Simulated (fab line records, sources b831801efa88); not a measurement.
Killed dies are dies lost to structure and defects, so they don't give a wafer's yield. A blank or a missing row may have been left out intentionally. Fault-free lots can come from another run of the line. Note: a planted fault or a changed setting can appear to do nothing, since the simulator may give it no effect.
The tool behind it: which one? + flow gf180mcu + 7 lots (21 wafers sampled), 1 step of a 602-step route

== WHAT THE GAUGES SHOWED, per wafer ==
GF_HV_LDD_TW_MEAS_38.
| lot  | measured     | on            | HV_LDD_3_TW    |
|------|--------------|---------------|----------------|
| L762 | day 11 17:58 | film_metro-01 | 1452 1456 1454 |
| L772 | day 15 07:41 | film_metro-03 | 1412 1419 1408 |
| L774 | day 15 19:22 | film_metro-03 | 1412 1404 1418 |
| L776 | day 16 11:04 | film_metro-01 | 1451 1444 1447 |
| L780 | day 17 19:13 | film_metro-03 | 1411 1415 1400 |
| L782 | day 18 18:01 | film_metro-04 | 1438 1429 1432 |
| L784 | day 19 05:27 | film_metro-03 | 1412 1414 1414 |

== EACH LOT AND THE TOOL THAT RAN IT (in order: tool; ch and the chambers of the sampled wafers; start) ==
There is no process step in the record ahead of these readings.

== THE ANSWER, worked out from the rows above alone ==
Rule: usual is defined by the lots themselves. The widest of any qualifying gaps counts: lots, ordered by their means at a reading, are off when they make up no more than a third of the lots, leave a main group of 4 or more, and stand apart from it by 3 or more times the standard deviation of that group's means. Not used: any main group whose means are identical at the precision the tables above print for the reading. A lot without any number at a reading at which 4 lots or more have one is off too. All remaining lots with rows at the step are treated as sound.
Nothing can be told from this: no lot is off at any reading shown.

== WHAT THE SIMULATOR HAD PUT IN ==
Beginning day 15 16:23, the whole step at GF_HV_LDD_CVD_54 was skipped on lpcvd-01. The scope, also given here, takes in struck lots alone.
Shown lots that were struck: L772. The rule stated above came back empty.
